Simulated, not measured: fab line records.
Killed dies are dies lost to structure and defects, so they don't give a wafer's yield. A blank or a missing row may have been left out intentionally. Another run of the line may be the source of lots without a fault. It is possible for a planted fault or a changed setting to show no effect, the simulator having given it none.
fab line records -- flow sky130
record: lots: 24, wafers: 72, lastDay: 50
route steps=708 shown LDD_LDN@302 METAL2@484 VIA2@521 METAL3@563 VIA4@660 PASSIVATION@681
lots that met no fault: taken from a fault-free run of the same line
startH: start of the lot's first displayed wafer, in hours after the record's first day -- waitH: hours since the lot's step before -- " same as the row above -- L1.1+2: a single row standing in for several wafers -- - value missing, or start not given -- * or withheld: withheld -- < > ~ a bound
route shown NAME@n: a module of which the file shows steps, and the number in the route of the first -- usual: mean and standard deviation over wafers with no fault -- same: alike in all rows -- chamber/n: place in a boat -- sites: readings site by site -- _std_site: standard deviation across them -- _edge_site: mean of outer sites minus mean of inner sites -- radiusMm: how far each site lies from the wafer's centre -- mask NAME#n: copy n -- behind: the last tool/chamber to shape the wafer -- hold: cause of the lot's hold/its duration in hours/its outcome -- device: the transistor (n, p or np) that didn't switch -- end of line: the same wafers' tests at the end of the route -- a step with no rows: only its recipe -- killed: at the first sort, the dies lost to defects and structure; wafer yield is something else -- map: shows each die of a wafer: x if killed, . if not, _ if none is there
set.NAME: the setting as run; set.NAME@STEP: as run at that earlier step -- model.NAME: the simulator's own value behind a step, which no gauge read
a sample of lots followed through the steps of the route, with each step as a table and each wafer as a row
services: the hour from which a tool's chamber was out of use, counted from the record's first day as startH (under 0 if before that day), plus the number of hours and why
== steps ==
step: SKY_LDD_LDN_TW_MEAS_13
usual: LDD_LDN_TW: 1484/12
lot.wafer,tool,chamber,startH,waitH,LDD_LDN_TW
L074.2,filmMetro-03,-,517.48,0.1,1472
L074.3,filmMetro-03,-,517.48,0.1,1466
L074.6,filmMetro-03,-,517.48,0.1,1469
L075.1,filmMetro-04,-,530.35,0.1,1489
L075.3,filmMetro-04,-,530.35,0.1,1495
L075.6,filmMetro-04,-,530.35,0.1,1492
L076.4,filmMetro-01,-,555.53,0.1,1498
L076.5,filmMetro-01,-,555.53,0.1,1499
L076.6,filmMetro-01,-,555.53,0.1,1496
L077.1,filmMetro-03,-,556.27,0.1,1465
L077.4,filmMetro-03,-,556.27,0.1,1458
L077.5,filmMetro-03,-,556.27,0.1,1463
L078.3,filmMetro-01,-,560.57,0.1,1499
L078.4,filmMetro-01,-,560.57,0.1,1499
L078.6,filmMetro-01,-,560.57,0.1,1492
L079.1,filmMetro-03,-,567.76,0.1,1469
L079.5,filmMetro-03,-,567.76,0.1,1468
L079.6,filmMetro-03,-,567.76,0.1,1464
L080.2,filmMetro-04,-,581.48,0.1,1495
L080.3,filmMetro-04,-,581.48,0.1,1494
L080.5,filmMetro-04,-,581.48,0.1,1487
L081.1,filmMetro-03,-,586.00,0.1,1482
L081.2,filmMetro-03,-,586.00,0.1,1471
L081.5,filmMetro-03,-,586.00,0.1,1475
L082.1,filmMetro-04,-,593.01,0.1,1493
L082.2,filmMetro-04,-,593.01,0.1,1490
L082.3,filmMetro-04,-,593.01,0.1,1486
L083.2,filmMetro-01,-,601.66,0.1,1493
L083.4,filmMetro-01,-,601.66,0.1,1495
L083.6,filmMetro-01,-,601.66,0.1,1500
L084.2,filmMetro-03,-,624.07,0.1,1463
L084.3,filmMetro-03,-,624.07,0.1,1471
L084.4,filmMetro-03,-,624.07,0.1,1466
L085.3,filmMetro-03,-,626.19,0.1,1467
L085.4,filmMetro-03,-,626.19,0.1,1479
L085.5,filmMetro-03,-,626.19,0.1,1476
L086.1,filmMetro-04,-,634.55,0.1,1495
L086.2,filmMetro-04,-,634.55,0.1,1487
L086.4,filmMetro-04,-,634.55,0.1,1489
L087.2,filmMetro-03,-,637.46,0.1,1477
L087.4,filmMetro-03,-,637.46,0.1,1466
L087.6,filmMetro-03,-,637.46,0.1,1470
L088.1,filmMetro-01,-,653.07,0.1,1494
L088.2,filmMetro-01,-,653.07,0.1,1494
L088.5,filmMetro-01,-,653.07,0.1,1497
L089.3,filmMetro-04,-,658.77,0.1,1486
L089.4,filmMetro-04,-,658.77,0.1,1490
L089.5,filmMetro-04,-,658.77,0.1,1486
L090.1,filmMetro-04,-,672.26,0.1,1493
L090.3,filmMetro-04,-,672.26,0.1,1484
L090.5,filmMetro-04,-,672.26,0.1,1495
L091.4,filmMetro-01,-,692.34,0.1,1499
L091.5,filmMetro-01,-,692.34,0.1,1495
L091.6,filmMetro-01,-,692.34,0.1,1488
L093.1,filmMetro-03,-,693.67,0.1,1466
L093.3,filmMetro-03,-,693.67,0.1,1470
L093.5,filmMetro-03,-,693.67,0.1,1471
L092.2,filmMetro-01,-,693.81,0.1,1496
L092.3,filmMetro-01,-,693.81,0.1,1494
L092.5,filmMetro-01,-,693.81,0.1,1493
L094.3,filmMetro-04,-,697.09,0.1,1490
L094.4,filmMetro-04,-,697.09,0.1,1493
L094.6,filmMetro-04,-,697.09,0.1,1495
L095.2,filmMetro-03,-,706.06,0.1,1482
L095.3,filmMetro-03,-,706.06,0.1,1484
L095.5,filmMetro-03,-,706.06,0.1,1482
L096.2,filmMetro-01,-,706.36,0.1,1489
L096.3,filmMetro-01,-,706.36,0.1,1478
L096.5,filmMetro-01,-,706.36,0.1,1487
L097.2,filmMetro-04,-,716.80,0.1,1496
L097.3,filmMetro-04,-,716.80,0.1,1500
L097.4,filmMetro-04,-,716.80,0.1,1491
step: SKY_METAL2_SPUTTER_01
recipe: material: TiN, targetThkNm: 20, powerW: 6500, timeS: 16.7, chamberPressurePa: 0.4
usual: throttleValvePct: 30.4/0.94
lot.wafer,tool,chamber,startH,waitH,throttleValvePct
L074.2,pvdSputter-03,-,786.56,0.0,29.3
L074.3,pvdSputter-03,-,786.56,0.0,30.7
L074.6,pvdSputter-03,-,786.56,0.0,30.4
L075.1,pvdSputter-04,-,799.09,0.0,32.5
L075.3,pvdSputter-04,-,799.09,0.0,31.4
L075.6,pvdSputter-04,-,799.09,0.0,31.4
L076.4,pvdSputter-03,-,820.06,0.0,29.6
L076.5,pvdSputter-03,-,820.06,0.0,30.3
L076.6,pvdSputter-03,-,820.06,0.0,30.6
L077.1,pvdSputter-04,-,824.06,0.0,31.5
L077.4,pvdSputter-04,-,824.06,0.0,31.2
L077.5,pvdSputter-04,-,824.06,0.0,31.3
L078.3,pvdSputter-03,-,827.21,0.0,31.5
L078.4,pvdSputter-03,-,827.21,0.0,30.3
L078.6,pvdSputter-03,-,827.21,0.0,31.4
L079.1,pvdSputter-01,-,832.91,0.0,29.0
L079.5,pvdSputter-01,-,832.91,0.0,29.3
L079.6,pvdSputter-01,-,832.91,0.0,29.0
L080.2,pvdSputter-01,-,844.42,0.0,29.5
L080.3,pvdSputter-01,-,844.42,0.0,29.7
L080.5,pvdSputter-01,-,844.42,0.0,28.8
L081.1,pvdSputter-01,-,848.30,0.0,30.7
L081.2,pvdSputter-01,-,848.30,0.0,29.3
L081.5,pvdSputter-01,-,848.30,0.0,29.6
L082.1,pvdSputter-01,-,853.83,0.0,29.6
L082.2,pvdSputter-01,-,853.83,0.0,28.9
L082.3,pvdSputter-01,-,853.83,0.0,30.0
L083.2,pvdSputter-03,-,863.24,0.0,29.5
L083.4,pvdSputter-03,-,863.24,0.0,29.3
L083.6,pvdSputter-03,-,863.24,0.0,30.5
L084.2,pvdSputter-03,-,883.77,0.0,31.4
L084.3,pvdSputter-03,-,883.77,0.0,30.6
L084.4,pvdSputter-03,-,883.77,0.0,29.5
L085.3,pvdSputter-03,-,885.29,0.0,29.3
L085.4,pvdSputter-03,-,885.29,0.0,30.1
L085.5,pvdSputter-03,-,885.29,0.0,31.7
L086.1,pvdSputter-03,-,891.19,0.0,31.8
L086.2,pvdSputter-03,-,891.19,0.0,30.3
L086.4,pvdSputter-03,-,891.19,0.0,30.5
L087.2,pvdSputter-01,-,894.46,0.0,29.5
L087.4,pvdSputter-01,-,894.46,0.0,30.7
L087.6,pvdSputter-01,-,894.46,0.0,28.9
L088.1,pvdSputter-03,-,909.87,0.0,30.5
L088.2,pvdSputter-03,-,909.87,0.0,31.5
L088.5,pvdSputter-03,-,909.87,0.0,30.4
L089.3,pvdSputter-04,-,914.22,0.0,31.6
L089.4,pvdSputter-04,-,914.22,0.0,31.1
L089.5,pvdSputter-04,-,914.22,0.0,31.6
L090.1,pvdSputter-03,-,927.09,0.0,30.4
L090.3,pvdSputter-03,-,927.09,0.0,31.5
L090.5,pvdSputter-03,-,927.09,0.0,30.4
L091.4,pvdSputter-01,-,944.01,0.0,29.4
L091.5,pvdSputter-01,-,944.01,0.0,31.1
L091.6,pvdSputter-01,-,944.01,0.0,29.7
L092.2,pvdSputter-03,-,945.51,0.0,29.6
L092.3,pvdSputter-03,-,945.51,0.0,30.3
L092.5,pvdSputter-03,-,945.51,0.0,29.2
L093.1,pvdSputter-04,-,945.81,0.0,32.5
L093.3,pvdSputter-04,-,945.81,0.0,30.9
L093.5,pvdSputter-04,-,945.81,0.0,30.7
L094.3,pvdSputter-03,-,946.11,0.0,29.4
L094.4,pvdSputter-03,-,946.11,0.0,30.3
L094.6,pvdSputter-03,-,946.11,0.0,31.6
L095.2,pvdSputter-01,-,954.76,0.0,29.8
L095.3,pvdSputter-01,-,954.76,0.0,29.4
L095.5,pvdSputter-01,-,954.76,0.0,28.8
L096.2,pvdSputter-03,-,956.61,0.0,31.7
L096.3,pvdSputter-03,-,956.61,0.0,30.5
L096.5,pvdSputter-03,-,956.61,0.0,29.7
L097.2,pvdSputter-03,-,965.29,0.0,30.3
L097.3,pvdSputter-03,-,965.29,0.0,30.4
L097.4,pvdSputter-03,-,965.29,0.0,29.3
step: SKY_VIA2_ETCH_14
recipe: chemistry: N2/H2, target: BARC, ionEnergyEv: 200, sourceW: 500, biasW: 100, pressureMtorr: 30, n2FlowSccm: 100, h2FlowSccm: 200, stopOn: SiO2, timeS: 45.9, targetDepthA: 600
usual: drypumpMotorCurrentA: 5.6/0.58, oesProductAu: 0.855/0.0045, throttleValvePct: 13.225/0.009
lot.wafer,tool,chamber,startH,waitH,drypumpMotorCurrentA,oesProductAu,rfHoursCounterH,throttleValvePct
L074.2,rieDiel-04,2,842.95,0.0,5.7,0.855,16,13.215
L074.3,rieDiel-04,1,842.95,0.0,6.8,0.858,14,13.235
L074.6,rieDiel-04,2,842.95,0.0,5.7,0.857,-,13.201
L075.1,rieDiel-04,2,855.14,0.0,5.7,0.852,16,13.232
L075.3,rieDiel-04,1,855.14,0.0,6.8,0.862,14,13.225
L075.6,rieDiel-04,3,855.14,0.0,5.8,0.849,-,13.222
L076.4,rieDiel-03,0,874.41,0.0,4.9,0.856,-,13.215
L076.5,rieDiel-03,1,874.41,0.0,4.8,0.851,-,13.227
L076.6,rieDiel-03,3,874.41,0.0,5.7,0.860,-,13.247
L077.1,rieDiel-04,2,879.20,0.0,5.7,0.853,17,13.220
L077.4,rieDiel-04,1,879.20,0.0,6.8,0.854,15,13.219
L077.5,rieDiel-04,0,879.20,0.0,5.1,0.857,-,13.214
L078.3,rieDiel-03,3,881.98,0.0,5.7,0.853,9,13.237
L078.4,rieDiel-03,1,881.98,0.0,4.9,0.858,8,13.211
L078.6,rieDiel-03,0,881.98,0.0,4.9,0.854,-,13.213
L079.1,rieDiel-04,1,888.03,0.0,6.8,0.856,15,13.228
L079.5,rieDiel-04,3,888.03,0.0,5.8,0.859,-,13.233
L079.6,rieDiel-04,2,888.03,0.0,5.6,0.859,-,13.224
L080.2,rieDiel-04,1,897.69,0.0,6.8,0.853,16,13.232
L080.3,rieDiel-04,2,897.69,0.0,5.7,0.846,18,13.228
L080.5,rieDiel-04,2,897.69,0.0,5.6,0.851,-,13.234
L081.1,rieDiel-04,1,902.44,0.0,6.8,0.848,16,13.203
L081.2,rieDiel-04,0,902.44,0.0,5.0,0.858,28,13.233
L081.5,rieDiel-04,1,902.44,0.0,6.8,0.850,-,13.232
L082.1,rieDiel-03,2,906.65,0.0,6.1,0.860,18,13.222
L082.2,rieDiel-03,3,906.65,0.0,5.7,0.847,11,13.225
L082.3,rieDiel-03,0,906.65,0.0,4.9,0.857,13,13.217
L083.2,rieDiel-01,2,915.73,0.0,5.4,0.853,7,13.230
L083.4,rieDiel-01,2,915.73,0.0,5.4,0.857,-,13.227
L083.6,rieDiel-01,1,915.73,0.0,5.5,0.852,-,13.223
L084.2,rieDiel-04,2,935.73,0.0,5.7,0.858,19,13.226
L084.3,rieDiel-04,3,935.73,0.0,5.8,0.855,15,13.236
L084.4,rieDiel-04,3,935.73,0.0,5.8,0.848,-,13.231
L085.3,rieDiel-03,3,936.59,0.0,5.7,0.859,12,13.221
L085.4,rieDiel-03,2,936.59,0.0,6.1,0.853,-,13.226
L085.5,rieDiel-03,3,936.59,0.0,5.7,0.859,-,13.215
L086.1,rieDiel-03,3,942.80,0.0,5.7,0.865,12,13.228
L086.2,rieDiel-03,1,942.80,0.0,4.8,0.855,9,13.223
L086.4,rieDiel-03,0,942.80,0.0,4.9,0.852,14,13.235
L087.2,rieDiel-01,0,945.93,0.0,5.1,0.855,1,13.231
L087.4,rieDiel-01,1,945.93,0.0,5.4,0.846,-,13.241
L087.6,rieDiel-01,2,945.93,0.0,5.4,0.856,-,13.211
L088.1,rieDiel-01,3,960.35,0.0,5.0,0.856,15,13.219
L088.2,rieDiel-01,0,960.35,0.0,5.1,0.857,1,13.232
L088.5,rieDiel-01,3,960.35,0.0,5.0,0.850,-,13.222
L089.3,rieDiel-03,1,964.58,0.0,4.9,0.850,9,13.223
L089.4,rieDiel-03,2,964.58,0.0,6.1,0.859,19,13.212
L089.5,rieDiel-03,0,964.58,0.0,4.9,0.852,-,13.220
L090.1,rieDiel-04,0,977.05,0.0,5.1,0.861,1,13.218
L090.3,rieDiel-04,3,977.05,0.0,5.8,0.860,16,13.233
L090.5,rieDiel-04,2,977.05,0.0,5.7,0.856,-,13.235
L091.4,rieDiel-03,1,993.65,0.0,4.9,0.853,10,13.218
L091.5,rieDiel-03,3,993.65,0.0,5.7,0.851,-,13.222
L091.6,rieDiel-03,0,993.65,0.0,4.9,0.857,-,13.236
L092.2,rieDiel-03,3,994.79,0.0,5.7,0.855,14,13.215
L092.3,rieDiel-03,2,994.79,0.0,6.1,0.845,20,13.206
L092.5,rieDiel-03,3,994.79,0.0,5.7,0.852,-,13.226
L093.1,rieDiel-04,0,995.08,0.0,5.0,0.853,2,13.202
L093.3,rieDiel-04,1,995.08,0.0,6.8,0.858,19,13.215
L093.5,rieDiel-04,3,995.08,0.0,5.8,0.859,-,13.220
L094.3,rieDiel-04,1,996.05,0.0,6.8,0.861,19,13.227
L094.4,rieDiel-04,2,996.05,0.0,5.7,0.857,21,13.231
L094.6,rieDiel-04,1,996.05,0.0,6.8,0.858,-,13.228
L095.2,rieDiel-03,2,1002.25,0.0,6.1,0.856,21,13.225
L095.3,rieDiel-03,1,1002.25,0.0,4.8,0.849,10,13.223
L095.5,rieDiel-03,3,1002.25,0.0,5.7,0.856,-,13.241
L096.2,rieDiel-04,2,1006.45,0.0,5.7,0.858,22,13.218
L096.3,rieDiel-04,0,1006.45,0.0,5.0,0.859,2,13.237
L096.5,rieDiel-04,3,1006.45,0.0,5.8,0.853,-,13.230
L097.2,rieDiel-03,3,1016.39,0.0,5.7,0.865,14,13.218
L097.3,rieDiel-03,0,1016.39,0.0,4.9,0.852,17,13.227
L097.4,rieDiel-03,2,1016.39,0.0,6.1,0.852,21,13.223
step: SKY_METAL3_CD_MEAS_13
recipe: targetCdNm: 300
usual: cdNm: 300.3/1.5
lot.wafer,tool,chamber,startH,waitH,cdNm
L074.2,cdSem-01,-,897.42,-,300.2
L074.3,cdSem-01,-,897.42,-,300.4
L074.6,cdSem-01,-,897.42,-,300.1
L075.1,cdSem-02,-,909.59,-,300.6
L075.3,cdSem-02,-,909.59,-,301.6
L075.6,cdSem-02,-,909.59,-,301.5
L076.4,cdSem-02,-,926.90,-,298.8
L076.5,cdSem-02,-,926.90,-,301.1
L076.6,cdSem-02,-,926.90,-,299.6
L077.1,cdSem-02,-,930.85,-,304.3
L077.4,cdSem-02,-,930.85,-,304.1
L077.5,cdSem-02,-,930.85,-,303.3
L078.3,cdSem-01,-,935.06,-,298.8
L078.4,cdSem-01,-,935.06,-,300.6
L078.6,cdSem-01,-,935.06,-,297.5
L079.1,cdSem-02,-,939.50,-,298.0
L079.5,cdSem-02,-,939.50,-,297.8
L079.6,cdSem-02,-,939.50,-,298.4
L080.2,cdSem-01,-,949.21,-,304.3
L080.3,cdSem-01,-,949.21,-,302.3
L080.5,cdSem-01,-,949.21,-,303.0
L081.1,cdSem-01,-,954.72,-,300.7
L081.2,cdSem-01,-,954.72,-,300.3
L081.5,cdSem-01,-,954.72,-,299.4
L082.1,cdSem-01,-,957.55,-,297.8
L082.2,cdSem-01,-,957.55,-,298.4
L082.3,cdSem-01,-,957.55,-,299.2
L083.2,cdSem-01,-,967.12,-,301.8
L083.4,cdSem-01,-,967.12,-,301.3
L083.6,cdSem-01,-,967.12,-,301.9
L084.2,cdSem-01,-,985.51,-,299.1
L084.3,cdSem-01,-,985.51,-,299.8
L084.4,cdSem-01,-,985.51,-,301.6
L085.3,cdSem-02,-,987.28,-,300.3
L085.4,cdSem-02,-,987.28,-,299.2
L085.5,cdSem-02,-,987.28,-,300.0
L086.1,cdSem-01,-,992.97,-,300.2
L086.2,cdSem-01,-,992.97,-,300.6
L086.4,cdSem-01,-,992.97,-,299.8
L087.2,cdSem-01,-,995.91,-,297.6
L087.4,cdSem-01,-,995.91,-,298.9
L087.6,cdSem-01,-,995.91,-,299.1
L088.1,cdSem-02,-,1009.64,-,298.6
L088.2,cdSem-02,-,1009.64,-,300.6
L088.5,cdSem-02,-,1009.64,-,299.8
L089.3,cdSem-02,-,1014.78,-,297.6
L089.4,cdSem-02,-,1014.78,-,298.9
L089.5,cdSem-02,-,1014.78,-,298.1
L090.1,cdSem-02,-,1025.07,-,299.4
L090.3,cdSem-02,-,1025.07,-,299.3
L090.5,cdSem-02,-,1025.07,-,299.4
L091.4,cdSem-01,-,1041.36,-,299.2
L091.5,cdSem-01,-,1041.36,-,300.2
L091.6,cdSem-01,-,1041.36,-,300.0
L092.2,cdSem-02,-,1042.02,-,300.4
L092.3,cdSem-02,-,1042.02,-,300.0
L092.5,cdSem-02,-,1042.02,-,299.5
L093.1,cdSem-01,-,1042.77,-,299.0
L093.3,cdSem-01,-,1042.77,-,297.7
L093.5,cdSem-01,-,1042.77,-,300.2
L094.3,cdSem-02,-,1043.59,-,301.3
L094.4,cdSem-02,-,1043.59,-,301.8
L094.6,cdSem-02,-,1043.59,-,300.8
L095.2,cdSem-02,-,1049.14,-,300.3
L095.3,cdSem-02,-,1049.14,-,298.6
L095.5,cdSem-02,-,1049.14,-,301.0
L096.2,cdSem-02,-,1052.46,-,302.3
L096.3,cdSem-02,-,1052.46,-,300.7
L096.5,cdSem-02,-,1052.46,-,301.9
L097.2,cdSem-02,-,1063.44,-,300.8
L097.3,cdSem-02,-,1063.44,-,300.1
L097.4,cdSem-02,-,1063.44,-,300.7
step: SKY_VIA4_CMP_21
recipe: stopOn: SiO2, tOverpolishS: 25, downForcePsi: 3.5, platenRpm: 60, targetThkNm: 0, padVelocityMS: 0.94248
usual: motorCurrentA: 11.1/0.99, overpolishRunS: 24.999/0.0091, timeToEndpointS: 119/3.4
lot.wafer,tool,chamber,startH,waitH,motorCurrentA,overpolishRunS,timeToEndpointS
L074.2,cmp-02,0,1000.76,0.3,12.6,25.009,117
L074.3,cmp-02,1,1000.76,0.3,12.1,24.985,118
L074.6,cmp-02,2,1000.76,0.3,9.9,25.005,116
L075.1,cmp-01,2,1011.86,0.1,12.4,25.000,120
L075.3,cmp-01,1,1011.86,0.1,11.2,24.991,123
L075.6,cmp-01,3,1011.86,0.1,10.0,24.995,119
L076.4,cmp-01,0,1026.63,0.0,10.7,24.986,116
L076.5,cmp-01,0,1026.63,0.0,11.7,25.002,115
L076.6,cmp-01,1,1026.63,0.0,11.4,25.008,118
L077.1,cmp-01,3,1030.95,0.1,10.5,24.990,123
L077.4,cmp-01,1,1030.95,0.1,10.5,25.003,119
L077.5,cmp-01,0,1030.95,0.1,10.5,25.001,120
L078.3,cmp-02,3,1035.70,0.1,9.9,24.993,120
L078.4,cmp-02,1,1035.70,0.1,11.8,25.025,124
L078.6,cmp-02,3,1035.70,0.1,10.1,24.982,119
L079.1,cmp-01,3,1038.51,0.1,9.6,25.009,129
L079.5,cmp-01,3,1038.51,0.1,10.1,25.015,120
L079.6,cmp-01,0,1038.51,0.1,10.7,24.987,123
L080.2,cmp-01,0,1046.98,0.1,10.8,24.999,123
L080.3,cmp-01,1,1046.98,0.1,11.0,25.014,121
L080.5,cmp-01,3,1046.98,0.1,10.3,24.997,120
L081.2,cmp-01,2,1054.61,0.1,12.5,25.011,118
L081.1,cmp-01,3,1054.61,0.1,10.2,25.016,117
L081.5,cmp-01,0,1054.61,0.1,10.5,25.000,118
L082.1,cmp-02,1,1055.79,0.1,12.3,24.996,117
L082.3,cmp-02,2,1055.79,0.1,10.3,25.008,116
L082.2,cmp-02,0,1055.79,0.1,12.2,25.004,118
L083.4,cmp-01,3,1065.73,0.1,10.2,25.000,121
L083.2,cmp-01,0,1065.73,0.1,11.1,25.010,121
L083.6,cmp-01,2,1065.73,0.1,13.0,25.028,121
L084.4,cmp-01,1,1081.14,0.0,11.4,25.005,122
L084.2,cmp-01,2,1081.14,0.0,11.6,24.984,121
L084.3,cmp-01,0,1081.14,0.0,11.1,24.993,118
L085.3,cmp-02,3,1084.59,0.4,9.8,25.009,116
L085.4,cmp-02,1,1084.59,0.4,12.0,24.995,117
L085.5,cmp-02,2,1084.59,0.4,9.7,25.019,118
L086.2,cmp-01,1,1088.63,0.0,11.4,24.991,123
L086.4,cmp-01,3,1088.63,0.0,10.0,25.000,119
L086.1,cmp-01,0,1088.63,0.0,11.2,25.007,123
L087.4,cmp-02,1,1090.18,0.0,11.8,25.003,121
L087.2,cmp-02,0,1090.18,0.0,12.9,25.002,120
L087.6,cmp-02,2,1090.18,0.0,10.7,24.994,120
L088.2,cmp-01,1,1102.22,0.4,10.7,24.999,121
L088.1,cmp-01,3,1102.22,0.4,9.4,24.996,120
L088.5,cmp-01,1,1102.22,0.4,11.2,24.997,118
L089.4,cmp-01,2,1105.95,0.0,12.7,24.988,117
L089.3,cmp-01,3,1105.95,0.0,9.9,25.001,116
L089.5,cmp-01,3,1105.95,0.0,10.4,25.006,117
L090.3,cmp-02,0,1116.11,0.1,12.1,24.998,115
L090.1,cmp-02,1,1116.11,0.1,12.0,25.007,118
L090.5,cmp-02,0,1116.11,0.1,11.8,24.995,112
L091.4,cmp-01,3,1131.36,0.1,9.8,25.011,115
L091.5,cmp-01,2,1131.36,0.1,12.1,24.993,118
L091.6,cmp-01,3,1131.36,0.1,10.1,24.991,120
L092.3,cmp-02,2,1131.71,0.1,10.4,25.001,117
L092.2,cmp-02,3,1131.71,0.1,9.9,25.001,116
L092.5,cmp-02,0,1131.71,0.1,12.8,25.005,118
L093.3,cmp-01,2,1132.51,0.0,12.0,25.004,120
L093.1,cmp-01,0,1132.51,0.0,10.3,25.003,121
L093.5,cmp-01,3,1132.51,0.0,9.8,24.989,115
L094.4,cmp-02,2,1133.22,0.1,10.2,24.996,120
L094.3,cmp-02,0,1133.22,0.1,13.2,25.009,117
L094.6,cmp-02,2,1133.22,0.1,10.4,25.007,120
L095.3,cmp-01,0,1138.58,0.0,10.9,25.003,119
L095.2,cmp-01,3,1138.58,0.0,10.4,24.996,123
L095.5,cmp-01,0,1138.58,0.0,10.7,25.000,122
L096.3,cmp-02,0,1140.34,0.0,12.5,24.988,113
L096.2,cmp-02,2,1140.34,0.0,9.9,25.009,118
L096.5,cmp-02,1,1140.34,0.0,11.9,24.996,115
L097.3,cmp-02,3,1150.05,0.1,10.3,24.998,110
L097.2,cmp-02,0,1150.05,0.1,12.5,24.990,113
L097.4,cmp-02,1,1150.05,0.1,11.6,24.994,114
step: SKY_PASSIVATION_CVD_00
recipe: material: SiO2, targetThkNm: 90, tempC: 400, timeS: withheld, rfW: 600
usual: heaterPowerW: 728/100
lot.wafer,tool,chamber,startH,waitH,heaterPowerW
L074.2,pecvd-02,1,1024.86,0.0,876
L074.3,pecvd-02,2,1024.86,0.0,754
L074.6,pecvd-02,1,1024.86,0.0,879
L075.1,pecvd-02,2,1035.33,0.0,724
L075.3,pecvd-02,0,1035.33,0.0,586
L075.6,pecvd-02,1,1035.33,0.0,763
L076.4,pecvd-02,2,1049.65,0.0,720
L076.5,pecvd-02,1,1049.65,0.0,860
L076.6,pecvd-02,0,1049.65,0.0,585
L077.1,pecvd-03,0,1053.53,0.0,854
L077.4,pecvd-03,1,1053.53,0.0,593
L077.5,pecvd-03,0,1053.53,0.0,889
L078.3,pecvd-02,0,1059.23,0.0,550
L078.4,pecvd-02,1,1059.23,0.0,852
L078.6,pecvd-02,0,1059.23,0.0,555
L079.1,pecvd-04,1,1061.62,0.0,580
L079.5,pecvd-04,0,1061.62,0.0,863
L079.6,pecvd-04,2,1061.62,0.0,747
L080.2,pecvd-02,0,1070.14,0.0,604
L080.3,pecvd-02,2,1070.14,0.0,745
L080.5,pecvd-02,0,1070.14,0.0,601
L081.1,pecvd-04,0,1076.30,0.0,700
L081.2,pecvd-04,1,1076.30,0.0,659
L081.5,pecvd-04,0,1076.30,0.0,714
L082.1,pecvd-02,2,1077.88,0.0,726
L082.2,pecvd-02,0,1077.88,0.0,545
L082.3,pecvd-02,1,1077.88,0.0,825
L083.2,pecvd-02,1,1087.13,0.0,859
L083.4,pecvd-02,0,1087.13,0.0,552
L083.6,pecvd-02,1,1087.13,0.0,847
L084.2,pecvd-03,2,1103.24,0.0,737
L084.3,pecvd-03,0,1103.24,0.0,886
L084.4,pecvd-03,1,1103.24,0.0,578
L085.3,pecvd-04,2,1106.38,0.0,796
L085.4,pecvd-04,0,1106.38,0.0,819
L085.5,pecvd-04,2,1106.38,0.0,765
L086.1,pecvd-04,2,1110.03,0.0,851
L086.2,pecvd-04,0,1110.03,0.0,756
L086.4,pecvd-04,0,1110.03,0.0,774
L087.2,pecvd-02,0,1112.01,0.0,559
L087.4,pecvd-02,1,1112.01,0.0,735
L087.6,pecvd-02,0,1112.01,0.0,532
L088.1,pecvd-03,1,1123.39,0.0,672
L088.2,pecvd-03,2,1123.39,0.0,726
L088.5,pecvd-03,0,1123.39,0.0,843
L089.3,pecvd-04,1,1126.98,0.0,657
L089.4,pecvd-04,2,1126.98,0.0,829
L089.5,pecvd-04,0,1126.98,0.0,873
L090.1,pecvd-03,1,1136.41,0.0,561
L090.3,pecvd-03,0,1136.41,0.0,703
L090.5,pecvd-03,1,1136.41,0.0,561
L091.4,pecvd-02,1,1151.28,0.0,815
L091.5,pecvd-02,2,1151.28,0.0,644
L091.6,pecvd-02,0,1151.28,0.0,588
L092.2,pecvd-04,2,1151.69,0.0,835
L092.3,pecvd-04,1,1151.69,0.0,623
L092.5,pecvd-04,2,1151.69,0.0,819
L093.1,pecvd-03,1,1153.01,0.0,656
L093.3,pecvd-03,2,1153.01,0.0,786
L093.5,pecvd-03,2,1153.01,0.0,792
L094.3,pecvd-02,2,1153.23,0.0,715
L094.4,pecvd-02,1,1153.23,0.0,890
L094.6,pecvd-02,0,1153.23,0.0,613
L095.2,pecvd-03,1,1158.46,0.0,640
L095.3,pecvd-03,0,1158.46,0.0,824
L095.5,pecvd-03,0,1158.46,0.0,850
L096.2,pecvd-03,2,1160.14,0.0,680
L096.3,pecvd-03,1,1160.14,0.0,691
L096.5,pecvd-03,2,1160.14,0.0,705
L097.2,pecvd-04,2,1169.24,0.0,859
L097.3,pecvd-04,1,1169.24,0.0,655
L097.4,pecvd-04,2,1169.24,0.0,845
== services ==
tool,chamber,startH,hours,kind
rieDiel-03,3,812.76,7.1,repair
cmp-02,-,817.57,0.8,repair
rieDiel-03,-,823.39,0.6,repair
rieDiel-04,-,824.83,14.6,pm
cmp-02,-,837.78,4.6,pm
cmp-01,-,869.16,5.3,pm
rieDiel-03,2,869.64,5.8,repair
cmp-02,-,874.69,11.1,pm
rieDiel-03,1,890.32,47.8,repair
cmp-02,-,912.06,4.0,pm
cmp-02,-,914.04,1.4,repair
rieDiel-04,0,914.05,2.3,repair
pvdSputter-03,-,931.22,1.7,repair
cmp-02,-,937.76,2.3,repair
cmp-01,-,941.52,5.0,repair
pvdSputter-03,-,942.46,1.6,repair
cmp-01,-,974.68,2.7,repair
cmp-01,-,1061.40,1.2,repair
cmp-01,-,1084.13,4.0,pm
pvdSputter-03,-,1094.46,7.4,repair
pvdSputter-03,-,1123.37,2.0,repair
cmp-01,-,1148.76,4.0,repair
pvdSputter-03,-,1150.26,2.9,repair
rieDiel-04,-,1168.74,2.8,pm
== key ==
fault none
